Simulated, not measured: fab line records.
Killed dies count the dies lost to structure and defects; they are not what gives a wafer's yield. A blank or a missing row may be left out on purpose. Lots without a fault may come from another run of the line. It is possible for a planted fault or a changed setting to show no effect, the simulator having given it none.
fab line records | flow sky130
record lots=14 | wafers=42 | last-day=50
route steps=708 shown METAL2@500 VIA2@521 CAPM@537
lots with no fault: from the same line, run without faults
start-h: hours from the record's first day to the start of the lot's first wafer shown | wait-h: time in hours since the lot's previous step | " the same as in the row above | L1.1+2: a single row standing in for several wafers | - no value, or no start given | * or withheld: withheld | < > ~ a bound
route shown NAME@n: names a module that has steps shown in the file, with the first one's number in the route | usual: mean and standard deviation over wafers with no fault | same: alike in all rows | chamber/n: place in a boat | sites: readings site by site | _std_site: their standard deviation | _edge_site: outer sites' mean less inner sites' | radius-mm: for every site, how far away it sits from the centre of the wafer | mask NAME#n: copy n | behind: the tool/chamber that last shaped the wafer | hold: what put the lot on hold/how long, in hours/how the hold closed | device: which transistor (n, p or np) failed to switch | end of line: the same wafers' tests at the end of the route | a step with no rows: only its recipe | killed: dies lost to structure and defects at the first sort, not the wafer's yield | map: a wafer's dies, x killed, . not, _ none there
set.NAME: the setting that was run; set.NAME@STEP: the one run at that earlier step | model.NAME: the simulator's own value behind a step, which no gauge read
a sample of lots followed through the steps of the route, with each step as a table and each wafer as a row
services: from which hour (start-h, from the record's first day; less than 0 if before it) a tool's chamber was out of use, for how many hours, and why
## steps
# step SKY_METAL2_DESCUM_17
# recipe chemistry=O2 | source-power-w=150 | bias-power-w=0 | pressure-mtorr=10 | temp-c=40 | time-s=8
# usual chamber-pressure-mTorr=9.999/0.0096 | drypump-motor-current-A=5.73/0.22 | oes-product-au=0.998/0.01
# same time-s=8
lot.wafer | tool         | chamber | start-h | wait-h | chamber-pressure-mTorr | drypump-motor-current-A | oes-product-au | rf-hours-counter-h
L292.2    | rie-metal-02 | 0       | 831.49  | 0.0    | 9.991                  | 5.50                    | 0.996          | 10
L292.3    | "            | 1       | "       | "      | 9.990                  | 5.66                    | 1.005          | -
L292.6    | "            | 0       | "       | "      | 9.997                  | 5.50                    | 0.998          | -
L293.1    | rie-metal-04 | 1       | 835.66  | 0.0    | 10.008                 | 5.95                    | 0.993          | 3
L293.5    | "            | 1       | "       | "      | 9.995                  | 5.88                    | 0.983          | -
L293.6    | "            | 0       | "       | "      | 9.986                  | 5.57                    | 0.998          | -
L294.2    | rie-metal-02 | 0       | 836.92  | 0.0    | 9.980                  | 5.53                    | 0.990          | -
L294.4    | "            | 0       | "       | "      | 9.982                  | 5.50                    | 0.995          | -
L294.6    | "            | 0       | "       | "      | 9.989                  | 5.53                    | 0.995          | -
L297.3    | rie-metal-03 | 0       | 867.40  | 0.0    | 9.997                  | 6.06                    | 1.000          | -
L297.4    | "            | 1       | "       | "      | 10.003                 | 6.02                    | 1.002          | -
L297.5    | "            | 0       | "       | "      | 9.992                  | 6.07                    | 0.993          | -
L298.3    | rie-metal-04 | 0       | 879.80  | 0.0    | 10.000                 | 5.53                    | 1.009          | -
L298.4    | "            | 1       | "       | "      | 9.988                  | 5.90                    | 0.985          | -
L298.5    | "            | 0       | "       | "      | 10.008                 | 5.56                    | 1.002          | -
L302.1    | rie-metal-04 | 1       | 902.36  | 0.0    | 10.010                 | 5.96                    | 0.986          | 7
L302.2    | "            | 0       | "       | "      | 10.019                 | 5.58                    | 0.999          | 16
L302.4    | "            | 0       | "       | "      | 10.005                 | 5.52                    | 1.004          | -
L303.3    | rie-metal-04 | 0       | 907.51  | 0.0    | 10.007                 | 5.54                    | 1.006          | -
L303.4    | "            | 0       | "       | "      | 9.990                  | 5.58                    | 1.007          | -
L303.5    | "            | 0       | "       | "      | 9.995                  | 5.55                    | 1.005          | -
L304.1    | rie-metal-02 | 1       | 917.64  | 0.0    | 9.997                  | 5.65                    | 0.988          | 4
L304.2    | "            | 0       | "       | "      | 9.996                  | 5.51                    | 0.997          | 14
L304.3    | "            | 1       | "       | "      | 10.021                 | 5.68                    | 0.984          | -
L305.3    | rie-metal-04 | 0       | 923.71  | 0.0    | 9.998                  | 5.58                    | 1.002          | -
L305.4    | "            | 0       | "       | "      | 9.983                  | 5.57                    | 1.008          | -
L305.6    | "            | 0       | "       | "      | 9.989                  | 5.57                    | 0.994          | -
L306.3    | rie-metal-02 | 0       | 931.15  | 0.0    | 9.996                  | 5.50                    | 0.979          | -
L306.4    | "            | 1       | "       | "      | 10.008                 | 5.66                    | 0.990          | -
L306.5    | "            | 1       | "       | "      | 9.983                  | 5.65                    | 0.990          | -
L308.1    | rie-metal-04 | 0       | 949.69  | 0.0    | 10.000                 | 5.56                    | 1.007          | 20
L308.3    | "            | 0       | "       | "      | 10.006                 | 5.55                    | 1.023          | -
L308.5    | "            | 0       | "       | "      | 10.004                 | 5.57                    | 1.014          | -
L309.1    | rie-metal-03 | 0       | 952.19  | 0.0    | 9.982                  | 6.06                    | 0.994          | 20
L309.3    | "            | 0       | "       | "      | 9.998                  | 6.07                    | 1.005          | -
L309.5    | "            | 0       | "       | "      | 9.995                  | 6.06                    | 0.988          | -
L311.1    | rie-metal-04 | 0       | 968.09  | 0.0    | 9.994                  | 5.56                    | 1.008          | 22
L311.2    | "            | 0       | "       | "      | 10.003                 | 5.55                    | 1.010          | -
L311.3    | "            | 0       | "       | "      | 10.004                 | 5.53                    | 1.007          | -
L314.1    | rie-metal-04 | 0       | 998.34  | 0.0    | 9.998                  | 5.59                    | 1.017          | 25
L314.2    | "            | 0       | "       | "      | 9.985                  | 5.57                    | 1.005          | -
L314.4    | "            | 0       | "       | "      | 9.996                  | 5.55                    | 0.996          | -
# step SKY_VIA2_ETCH_14
# recipe chemistry=N2/H2 | target=BARC | ion-energy-ev=200 | source-w=500 | bias-w=100 | pressure-mtorr=30 | n2-flow-sccm=100 | h2-flow-sccm=200 | stop-on=SiO2 | time-s=45.9 | target-depth-a=600
# usual chamber-pressure-mTorr=30.000/0.026 | drypump-motor-current-A=5.71/0.29 | oes-product-au=0.856/0.0047 | throttle-valve-pct=13.226/0.0093
# same time-s=45.9
lot.wafer | tool        | chamber | start-h | wait-h | chamber-pressure-mTorr | drypump-motor-current-A | oes-product-au | rf-hours-counter-h | throttle-valve-pct
L292.2    | rie-diel-01 | 0       | 858.81  | 0.0    | 29.987                 | 5.53                    | 0.847          | 9                  | 13.237
L292.3    | "           | 1       | "       | "      | 29.980                 | 6.25                    | 0.855          | 5                  | 13.227
L292.6    | "           | 2       | "       | "      | 29.986                 | 5.45                    | 0.854          | -                  | 13.214
L293.1    | rie-diel-01 | 1       | 862.84  | 0.0    | 30.021                 | 6.23                    | 0.855          | 5                  | 13.230
L293.5    | "           | 1       | "       | "      | 30.002                 | 6.26                    | 0.859          | -                  | 13.195
L293.6    | "           | 2       | "       | "      | 30.028                 | 5.45                    | 0.855          | -                  | 13.220
L294.2    | rie-diel-04 | 3       | 863.69  | 0.0    | 30.042                 | 5.43                    | 0.853          | 21                 | 13.222
L294.4    | "           | 0       | "       | "      | 29.976                 | 5.67                    | 0.842          | 7                  | 13.213
L294.6    | "           | 3       | "       | "      | 29.991                 | 5.39                    | 0.863          | -                  | 13.215
L297.3    | rie-diel-02 | 1       | 894.12  | 0.0    | 30.028                 | 5.92                    | 0.851          | 21                 | 13.228
L297.4    | "           | 0       | "       | "      | 29.998                 | 6.20                    | 0.851          | 11                 | 13.223
L297.5    | "           | 0       | "       | "      | 30.008                 | 6.17                    | 0.857          | -                  | 13.216
L298.3    | rie-diel-02 | 1       | 906.10  | 0.0    | 29.995                 | 5.94                    | 0.857          | 22                 | 13.238
L298.4    | "           | 1       | "       | "      | 29.960                 | 5.92                    | 0.850          | -                  | 13.220
L298.5    | "           | 3       | "       | "      | 30.007                 | 5.29                    | 0.854          | -                  | 13.228
L302.1    | rie-diel-01 | 0       | 928.89  | 0.0    | 29.978                 | 5.50                    | 0.851          | 11                 | 13.221
L302.2    | "           | 1       | "       | "      | 30.039                 | 6.25                    | 0.854          | 7                  | 13.238
L302.4    | "           | 3       | "       | "      | 30.007                 | 6.05                    | 0.862          | 22                 | 13.227
L303.3    | rie-diel-02 | 3       | 934.05  | 0.0    | 29.993                 | 5.30                    | 0.850          | 14                 | 13.229
L303.4    | "           | 0       | "       | "      | 30.024                 | 6.20                    | 0.857          | 12                 | 13.223
L303.5    | "           | 3       | "       | "      | 30.054                 | 5.30                    | 0.866          | -                  | 13.223
L304.1    | rie-diel-01 | 1       | 943.49  | 0.0    | 29.987                 | 6.26                    | 0.860          | 7                  | 13.227
L304.2    | "           | 0       | "       | "      | 29.961                 | 5.52                    | 0.851          | 11                 | 13.229
L304.3    | "           | 2       | "       | "      | 30.003                 | 5.45                    | 0.855          | 7                  | 13.224
L305.3    | rie-diel-02 | 0       | 949.20  | 0.0    | 29.972                 | 6.18                    | 0.856          | 12                 | 13.232
L305.4    | "           | 1       | "       | "      | 29.951                 | 5.91                    | 0.858          | 23                 | 13.222
L305.6    | "           | 2       | "       | "      | 30.034                 | 5.81                    | 0.853          | -                  | 13.223
L306.3    | rie-diel-02 | 0       | 957.69  | 0.0    | 30.028                 | 6.19                    | 0.865          | 13                 | 13.233
L306.4    | "           | 3       | "       | "      | 30.001                 | 5.29                    | 0.864          | 15                 | 13.212
L306.5    | "           | 2       | "       | "      | 29.986                 | 5.83                    | 0.852          | -                  | 13.227
L308.1    | rie-diel-01 | 1       | 974.69  | 0.0    | 30.018                 | 6.25                    | 0.857          | 8                  | 13.228
L308.3    | "           | 0       | "       | "      | 30.034                 | 5.52                    | 0.860          | 12                 | 13.208
L308.5    | "           | 3       | "       | "      | 30.009                 | 6.01                    | 0.855          | -                  | 13.224
L309.1    | rie-diel-01 | 1       | 977.90  | 0.0    | 29.973                 | 6.27                    | 0.851          | 8                  | 13.220
L309.3    | "           | 2       | "       | "      | 30.003                 | 5.45                    | 0.857          | 8                  | 13.240
L309.5    | "           | 1       | "       | "      | 30.015                 | 6.32                    | 0.863          | -                  | 13.235
L311.1    | rie-diel-04 | 3       | 993.84  | 0.0    | 29.974                 | 5.42                    | 0.853          | 25                 | 13.237
L311.2    | "           | 1       | "       | "      | 30.036                 | 5.68                    | 0.860          | 23                 | 13.215
L311.3    | "           | 0       | "       | "      | 29.964                 | 5.68                    | 0.857          | 11                 | 13.218
L314.1    | rie-diel-02 | 2       | 1022.75 | 0.0    | 29.975                 | 5.83                    | 0.857          | 9                  | 13.221
L314.2    | "           | 1       | "       | "      | 29.999                 | 5.90                    | 0.851          | 25                 | 13.231
L314.4    | "           | 3       | "       | "      | 29.976                 | 5.31                    | 0.859          | 17                 | 13.216
# step SKY_VIA2_CVD_21
# recipe material=W | target-thk-nm=420 | time-s=126.4 | temp-c=400 | pressure-torr=40
# usual chamber-pressure-Torr=40.00/0.081 | heater-power-outer-w=493/32 | heater-power-w=860/48 | time-s=126.4/0
lot.wafer | tool     | chamber | start-h | wait-h | chamber-pressure-Torr | heater-power-outer-w | heater-power-w | time-s
L292.2    | cvd-w-02 | 0       | 859.57  | 0.0    | 40.03                 | 474                  | 831            | 126.4
L292.3    | "        | 0       | "       | "      | 40.04                 | 474                  | 821            | 126.4
L292.6    | "        | 0       | "       | "      | 40.02                 | 478                  | 840            | 126.4
L293.1    | cvd-w-02 | 0       | 863.64  | 0.0    | 40.02                 | 485                  | 849            | 126.4
L293.5    | "        | 1       | "       | "      | 40.01                 | 522                  | 895            | 126.4
L293.6    | "        | 0       | "       | "      | 39.91                 | 478                  | 824            | 126.4
L294.2    | cvd-w-01 | 0       | 864.49  | 0.0    | 40.00                 | 539                  | 936            | 126.4
L294.4    | "        | 0       | "       | "      | 40.09                 | 540                  | 944            | 126.4
L294.6    | "        | 0       | "       | "      | 40.09                 | 537                  | 936            | 126.4
L297.3    | cvd-w-02 | 1       | 894.92  | 0.1    | 40.08                 | 511                  | 877            | 126.4
L297.4    | "        | 0       | "       | "      | 40.04                 | 481                  | 849            | 126.4
L297.5    | "        | 1       | "       | "      | 39.99                 | 515                  | 910            | 126.4
L298.3    | cvd-w-01 | 1       | 906.90  | 0.1    | 40.09                 | 477                  | 806            | 126.4
L298.4    | "        | 0       | "       | "      | 39.95                 | 532                  | 914            | 126.4
L298.5    | "        | 1       | "       | "      | 40.02                 | 485                  | 839            | 126.4
L302.1    | cvd-w-02 | 0       | 929.74  | 0.0    | 40.08                 | 451                  | 815            | 126.4
L302.2    | "        | 1       | "       | "      | 39.90                 | 482                  | 869            | 126.4
L302.4    | "        | 1       | "       | "      | 40.06                 | 492                  | 851            | 126.4
L303.3    | cvd-w-02 | 0       | 934.85  | 0.1    | -                     | -                    | -              | -
L303.4    | "        | 1       | "       | "      | -                     | -                    | -              | -
L303.5    | "        | 0       | "       | "      | -                     | -                    | -              | -
L304.1    | cvd-w-01 | 0       | 944.32  | 0.0    | -                     | -                    | -              | -
L304.2    | "        | 1       | "       | "      | -                     | -                    | -              | -
L304.3    | "        | 1       | "       | "      | -                     | -                    | -              | -
L305.3    | cvd-w-02 | 0       | 950.00  | 0.1    | 40.00                 | 454                  | 803            | 126.4
L305.4    | "        | 1       | "       | "      | 39.96                 | 460                  | 860            | 126.4
L305.6    | "        | 1       | "       | "      | 40.00                 | 475                  | 861            | 126.4
L306.3    | cvd-w-01 | 1       | 958.93  | 0.1    | 39.93                 | 492                  | 821            | 126.4
L306.4    | "        | 0       | "       | "      | 39.97                 | 555                  | 968            | 126.4
L306.5    | "        | 0       | "       | "      | 40.03                 | 558                  | 935            | 126.4
L308.1    | cvd-w-02 | 1       | 975.49  | 0.0    | 40.01                 | 475                  | 837            | 126.4
L308.3    | "        | 0       | "       | "      | 39.91                 | 456                  | 815            | 126.4
L308.5    | "        | 1       | "       | "      | 40.13                 | 480                  | 863            | 126.4
L309.1    | cvd-w-02 | 0       | 978.69  | 0.0    | 40.03                 | 445                  | 802            | 126.4
L309.3    | "        | 0       | "       | "      | 40.07                 | 459                  | 808            | 126.4
L309.5    | "        | 1       | "       | "      | 40.04                 | 482                  | 875            | 126.4
L311.1    | cvd-w-02 | 0       | 995.00  | 0.0    | 40.01                 | 455                  | 800            | 126.4
L311.2    | "        | 1       | "       | "      | 39.98                 | 480                  | 868            | 126.4
L311.3    | "        | 0       | "       | "      | 40.03                 | 441                  | 806            | 126.4
L314.1    | cvd-w-02 | 1       | 1023.51 | 0.0    | 40.07                 | 477                  | 847            | 126.4
L314.2    | "        | 0       | "       | "      | 39.97                 | 449                  | 836            | 126.4
L314.4    | "        | 1       | "       | "      | 40.05                 | 494                  | 835            | 126.4
# step SKY_VIA2_RS_MEAS_22
# recipe thk-meas-gauge=four-point-probe | reads=W_of_VIA2_CVD_21+TiN_of_VIA2_SPUTTER_20
# usual VIA2_W_RS=0.272/0.0036
lot.wafer | tool          | chamber | start-h | wait-h | VIA2_W_RS[ohm/sq]
L292.2    | film-metro-04 | -       | 859.73  | 0.1    | 0.275
L292.3    | "             | -       | "       | "      | 0.276
L292.6    | "             | -       | "       | "      | 0.276
L293.1    | film-metro-03 | -       | 863.77  | 0.1    | 0.277
L293.5    | "             | -       | "       | "      | 0.276
L293.6    | "             | -       | "       | "      | 0.276
L294.2    | film-metro-03 | -       | 864.64  | 0.1    | 0.266
L294.4    | "             | -       | "       | "      | 0.269
L294.6    | "             | -       | "       | "      | 0.269
L297.3    | film-metro-01 | -       | 895.04  | 0.1    | 0.267
L297.4    | "             | -       | "       | "      | 0.274
L297.5    | "             | -       | "       | "      | 0.265
L298.3    | film-metro-04 | -       | 907.03  | 0.1    | 0.273
L298.4    | "             | -       | "       | "      | 0.269
L298.5    | "             | -       | "       | "      | 0.270
L302.1    | film-metro-04 | -       | 929.87  | 0.1    | 0.281
L302.2    | "             | -       | "       | "      | 0.270
L302.4    | "             | -       | "       | "      | 0.275
L303.3    | film-metro-01 | -       | 934.98  | 0.1    | 58.523
L303.4    | "             | -       | "       | "      | 59.242
L303.5    | "             | -       | "       | "      | 59.514
L304.1    | film-metro-01 | -       | 944.45  | 0.1    | 58.368
L304.2    | "             | -       | "       | "      | 56.990
L304.3    | "             | -       | "       | "      | 57.428
L305.3    | film-metro-01 | -       | 950.17  | 0.1    | 0.276
L305.4    | "             | -       | "       | "      | 0.272
L305.6    | "             | -       | "       | "      | 0.268
L306.3    | film-metro-04 | -       | 959.05  | 0.1    | 0.274
L306.4    | "             | -       | "       | "      | 0.271
L306.5    | "             | -       | "       | "      | 0.275
L308.1    | film-metro-04 | -       | 975.63  | 0.1    | 0.274
L308.3    | "             | -       | "       | "      | 0.282
L308.5    | "             | -       | "       | "      | 0.272
L309.1    | film-metro-01 | -       | 978.83  | 0.1    | 0.273
L309.3    | "             | -       | "       | "      | 0.270
L309.5    | "             | -       | "       | "      | 0.269
L311.1    | film-metro-01 | -       | 995.13  | 0.1    | 0.273
L311.2    | "             | -       | "       | "      | 0.273
L311.3    | "             | -       | "       | "      | 0.273
L314.1    | film-metro-03 | -       | 1023.64 | 0.1    | 0.265
L314.2    | "             | -       | "       | "      | 0.271
L314.4    | "             | -       | "       | "      | 0.268
# step SKY_VIA2_THK_MEAS_23
# recipe thk-meas-gauge=xrf | reads=W_of_VIA2_CVD_21
# usual VIA2_W_THK=417/5.9
lot.wafer | tool          | chamber | start-h | wait-h | VIA2_W_THK[nm]
L292.2    | film-metro-04 | -       | 859.84  | 0.1    | 410
L292.3    | "             | -       | "       | "      | 407
L292.6    | "             | -       | "       | "      | 406
L293.1    | film-metro-03 | -       | 863.89  | 0.1    | 411
L293.5    | "             | -       | "       | "      | 410
L293.6    | "             | -       | "       | "      | 414
L294.2    | film-metro-03 | -       | 864.75  | 0.1    | 422
L294.4    | "             | -       | "       | "      | 418
L294.6    | "             | -       | "       | "      | 419
L297.3    | film-metro-01 | -       | 895.14  | 0.1    | 419
L297.4    | "             | -       | "       | "      | 409
L297.5    | "             | -       | "       | "      | 421
L298.3    | film-metro-04 | -       | 907.13  | 0.1    | 412
L298.4    | "             | -       | "       | "      | 418
L298.5    | "             | -       | "       | "      | 417
L302.1    | film-metro-04 | -       | 929.99  | 0.1    | 399
L302.2    | "             | -       | "       | "      | 417
L302.4    | "             | -       | "       | "      | 411
L303.3    | film-metro-01 | -       | 935.08  | 0.1    | <0
L303.4    | "             | -       | "       | "      | <0
L303.5    | "             | -       | "       | "      | -
L304.1    | film-metro-01 | -       | 944.57  | 0.1    | <0
L304.2    | "             | -       | "       | "      | <0
L304.3    | "             | -       | "       | "      | -
L305.3    | film-metro-01 | -       | 950.27  | 0.1    | 411
L305.4    | "             | -       | "       | "      | 415
L305.6    | "             | -       | "       | "      | 425
L306.3    | film-metro-04 | -       | 959.15  | 0.1    | 414
L306.4    | "             | -       | "       | "      | 417
L306.5    | "             | -       | "       | "      | 414
L308.1    | film-metro-04 | -       | 975.75  | 0.1    | 413
L308.3    | "             | -       | "       | "      | 401
L308.5    | "             | -       | "       | "      | 416
L309.1    | film-metro-01 | -       | 978.95  | 0.1    | 419
L309.3    | "             | -       | "       | "      | 424
L309.5    | "             | -       | "       | "      | 426
L311.1    | film-metro-01 | -       | 995.25  | 0.1    | 415
L311.2    | "             | -       | "       | "      | 415
L311.3    | "             | -       | "       | "      | 416
L314.1    | film-metro-03 | -       | 1023.76 | 0.1    | 430
L314.2    | "             | -       | "       | "      | 419
L314.4    | "             | -       | "       | "      | 427
# step SKY_VIA2_CMP_24
# recipe stop-on=SiO2 | t-overpolish-s=20 | down-force-psi=3.5 | platen-rpm=60 | target-thk-nm=0 | pad-velocity-m-s=0.94248
# usual motor-current-A=10.6/1.3 | platen-rpm=60.00/0.04 | retaining-ring-pressure-frac=1.000/0.0052 | time-to-endpoint-s=102/3.2
lot.wafer | tool   | chamber | start-h | wait-h | motor-current-A | platen-rpm | retaining-ring-pressure-frac | time-to-endpoint-s
L292.2    | cmp-01 | 1       | 859.94  | 0.1    | 9.3             | 59.98      | 1.001                        | 100
L292.3    | "      | 3       | "       | "      | 9.6             | 60.02      | 0.990                        | 98
L292.6    | "      | 0       | "       | "      | 12.5            | 60.00      | 1.002                        | 101
L293.1    | cmp-02 | 0       | 864.10  | 0.2    | 12.0            | 60.00      | 1.007                        | 107
L293.6    | "      | 1       | "       | "      | 11.5            | 60.02      | 1.003                        | 102
L293.5    | "      | 2       | "       | "      | 9.4             | 60.08      | 0.997                        | 103
L294.4    | cmp-01 | 0       | 864.90  | 0.1    | 12.1            | 60.00      | 0.993                        | 104
L294.2    | "      | 1       | "       | "      | 9.4             | 60.02      | 1.002                        | 104
L294.6    | "      | 2       | "       | "      | 8.8             | 60.04      | 1.003                        | 106
L297.4    | cmp-01 | 2       | 895.33  | 0.2    | 8.5             | 60.02      | 1.003                        | 105
L297.3    | "      | 3       | "       | "      | 9.4             | 59.93      | 1.008                        | 101
L297.5    | "      | 0       | "       | "      | 11.7            | 59.99      | 0.990                        | 106
L298.4    | cmp-02 | 2       | 907.17  | 0.0    | 9.6             | 59.96      | 1.003                        | 112
L298.3    | "      | 3       | "       | "      | 12.2            | 60.08      | 0.999                        | 106
L298.5    | "      | 3       | "       | "      | 12.3            | 60.00      | 0.996                        | 107
L302.4    | cmp-02 | 2       | 930.05  | 0.0    | 9.8             | 60.03      | 1.001                        | 103
L302.1    | "      | 3       | "       | "      | 12.2            | 59.94      | 1.000                        | 100
L302.2    | "      | 1       | "       | "      | 11.8            | 60.03      | 1.007                        | 98
L303.3    | cmp-01 | 0       | 935.19  | 0.1    | 11.8            | 60.03      | 0.991                        | 3
L303.4    | "      | 2       | "       | "      | 9.4             | 60.03      | 0.997                        | 9
L303.5    | "      | 1       | "       | "      | 9.5             | 60.00      | 1.003                        | 4
L304.3    | cmp-02 | 2       | 944.68  | 0.1    | 10.4            | 59.97      | 1.001                        | 5
L304.2    | "      | 3       | "       | "      | 11.7            | 60.02      | 0.996                        | 4
L304.1    | "      | 0       | "       | "      | 11.3            | 60.04      | 1.002                        | 7
L305.3    | cmp-02 | 3       | 950.31  | 0.0    | 12.9            | 59.89      | 1.010                        | 99
L305.4    | "      | 1       | "       | "      | 11.6            | 60.01      | 1.002                        | 101
L305.6    | "      | 3       | "       | "      | 12.3            | 59.98      | 1.005                        | 103
L306.3    | cmp-02 | 0       | 959.24  | 0.1    | 11.3            | 60.04      | 1.007                        | 106
L306.4    | "      | 2       | "       | "      | 9.3             | 60.01      | 0.990                        | 103
L306.5    | "      | 0       | "       | "      | 10.9            | 60.03      | 1.005                        | 106
L308.1    | cmp-01 | 1       | 975.86  | 0.1    | 9.5             | 60.02      | 1.007                        | 98
L308.3    | "      | 2       | "       | "      | 8.5             | 60.00      | 0.996                        | 100
L308.5    | "      | 0       | "       | "      | 12.0            | 59.99      | 1.004                        | 99
L309.3    | cmp-01 | 1       | 979.06  | 0.1    | 8.9             | 59.98      | 1.003                        | 102
L309.1    | "      | 3       | "       | "      | 9.3             | 60.00      | 0.999                        | 95
L309.5    | "      | 1       | "       | "      | 9.9             | 60.00      | 1.008                        | 100
L311.2    | cmp-02 | 3       | 995.31  | 0.0    | 11.8            | 59.94      | 0.993                        | 101
L311.3    | "      | 0       | "       | "      | 11.0            | 60.13      | 1.003                        | 102
L311.1    | "      | 2       | "       | "      | 9.5             | 60.04      | 1.003                        | 102
L314.1    | cmp-01 | 1       | 1023.82 | 0.1    | 9.4             | 60.04      | 0.992                        | 104
L314.2    | "      | 2       | "       | "      | 8.8             | 59.89      | 0.990                        | 102
L314.4    | "      | 0       | "       | "      | 12.0            | 59.99      | 0.999                        | 95
# step SKY_CAPM_CVD_00
# recipe material=SiO2 | target-thk-nm=15.5 | temp-c=400 | time-s=withheld | rf-w=450
# usual heater-power-outer-w=430/72 | heater-power-w=718/91
lot.wafer | tool     | chamber | start-h | wait-h | heater-power-outer-w | heater-power-w
L292.2    | pecvd-02 | 1       | 860.34  | 0.0    | 478                  | 788
L292.3    | "        | 0       | "       | "      | 292                  | 571
L292.6    | "        | 0       | "       | "      | 297                  | 570
L293.1    | pecvd-03 | 0       | 864.40  | 0.0    | 430                  | 675
L293.5    | "        | 1       | "       | "      | 493                  | 826
L293.6    | "        | 0       | "       | "      | 432                  | 702
L294.2    | pecvd-02 | 1       | 865.25  | 0.0    | 434                  | 746
L294.4    | "        | 2       | "       | "      | 463                  | 809
L294.6    | "        | 1       | "       | "      | 440                  | 731
L297.3    | pecvd-04 | 0       | 895.69  | 0.0    | 522                  | 764
L297.4    | "        | 1       | "       | "      | 351                  | 606
L297.5    | "        | 0       | "       | "      | 519                  | 793
L298.3    | pecvd-04 | 2       | 907.62  | 0.0    | 380                  | 673
L298.4    | "        | 1       | "       | "      | 402                  | 658
L298.5    | "        | 2       | "       | "      | 379                  | 683
L302.1    | pecvd-04 | 1       | 930.50  | 0.0    | 305                  | 544
L302.2    | "        | 0       | "       | "      | 527                  | 786
L302.4    | "        | 0       | "       | "      | 529                  | 776
L305.3    | pecvd-02 | 2       | 950.77  | 0.0    | 485                  | 821
L305.4    | "        | 0       | "       | "      | 329                  | 619
L305.6    | "        | 2       | "       | "      | 485                  | 842
L306.3    | pecvd-04 | 2       | 959.65  | 0.0    | 422                  | 738
L306.4    | "        | 2       | "       | "      | 435                  | 752
L306.5    | "        | 1       | "       | "      | 395                  | 672
L308.1    | pecvd-03 | 2       | 976.26  | 0.0    | 547                  | 843
L308.3    | "        | 0       | "       | "      | 395                  | 634
L308.5    | "        | 1       | "       | "      | 388                  | 699
L309.1    | pecvd-03 | 2       | 979.46  | 0.0    | 534                  | 806
L309.3    | "        | 1       | "       | "      | 485                  | 847
L309.5    | "        | 0       | "       | "      | 430                  | 705
L311.1    | pecvd-04 | 2       | 995.76  | 0.0    | 401                  | 680
L311.2    | "        | 0       | "       | "      | 468                  | 707
L311.3    | "        | 2       | "       | "      | 401                  | 716
L314.1    | pecvd-02 | 0       | 1024.27 | 0.0    | 300                  | 567
L314.2    | "        | 2       | "       | "      | 379                  | 687
L314.4    | "        | 2       | "       | "      | 393                  | 696
## services
tool         | chamber | start-h | hours | kind
rie-diel-01  | 0       | 817.27  | 7.7   | repair
cmp-01       | -       | 817.28  | 5.5   | pm
cmp-01       | -       | 824.66  | 0.5   | repair
rie-metal-02 | 1       | 832.33  | 20.2  | repair
cvd-w-01     | 1       | 841.41  | 10.0  | repair
pecvd-02     | -       | 861.67  | 2.8   | pm
cmp-01       | -       | 861.68  | 2.6   | repair
rie-metal-02 | -       | 877.33  | 28.1  | pm
rie-metal-04 | 0       | 884.09  | 6.3   | repair
rie-diel-02  | 0       | 898.36  | 15.9  | repair
cvd-w-02     | -       | 904.00  | 14.0  | pm
rie-metal-04 | 1       | 904.68  | 99.6  | repair
cmp-01       | -       | 912.47  | 4.0   | pm
cmp-02       | -       | 955.26  | 0.5   | repair
pecvd-04     | 2       | 963.31  | 7.5   | repair
pecvd-04     | -       | 971.85  | 14.6  | pm
rie-diel-02  | -       | 975.28  | 15.5  | repair
cmp-01       | -       | 980.17  | 2.3   | repair
pecvd-04     | -       | 992.62  | 1.3   | repair
pecvd-04     | 0       | 998.73  | 3.9   | repair
cmp-01       | -       | 1008.02 | 2.6   | repair
rie-diel-01  | 3       | 1015.87 | 22.5  | repair
cmp-02       | -       | 1019.93 | 16.0  | pm
rie-diel-02  | 0       | 1023.47 | 1.5   | repair
## key
first-sign step=SKY_VIA2_CVD_21 | reading=tool-record | direction=missing
effect step=SKY_VIA2_RS_MEAS_22 | reading=VIA2_W_RS | direction=up | sigmas=99+ | usual=0.272 | struck=58.344
effect step=SKY_VIA2_THK_MEAS_23 | reading=VIA2_W_THK | direction=down | sigmas=71 | usual=417 | struck=<0
effect step=SKY_VIA2_CMP_24 | reading=time-to-endpoint-s | direction=down | sigmas=30 | usual=* | struck=*
met-at SKY_VIA2_CVD_21
struck-lots L303,L304
later-rows-left-out L303.3,L303.4,L303.5,L304.1,L304.2,L304.3
sort-left-out L303.3,L303.4,L303.5,L304.1,L304.2,L304.3
not-acting-at SKY_METAL2_DESCUM_17,SKY_VIA2_ETCH_14,SKY_CAPM_CVD_00
onset-between 929.74 934.85
fault kind=skipped-step-whole | tool=cvd-w-01,cvd-w-02 | chamber=- | onset-h=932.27 | steps=SKY_VIA2_CVD_21 | scope=struck-lots-only
# sort-left-out: the simulated sort isn't trusted on such a fault, so these wafers' sort isn't shown, and their yield isn't known
# later-rows-left-out: the simulator's readings of these wafers behind a module that went badly wrong aren't trusted and aren't shown, but for the sort
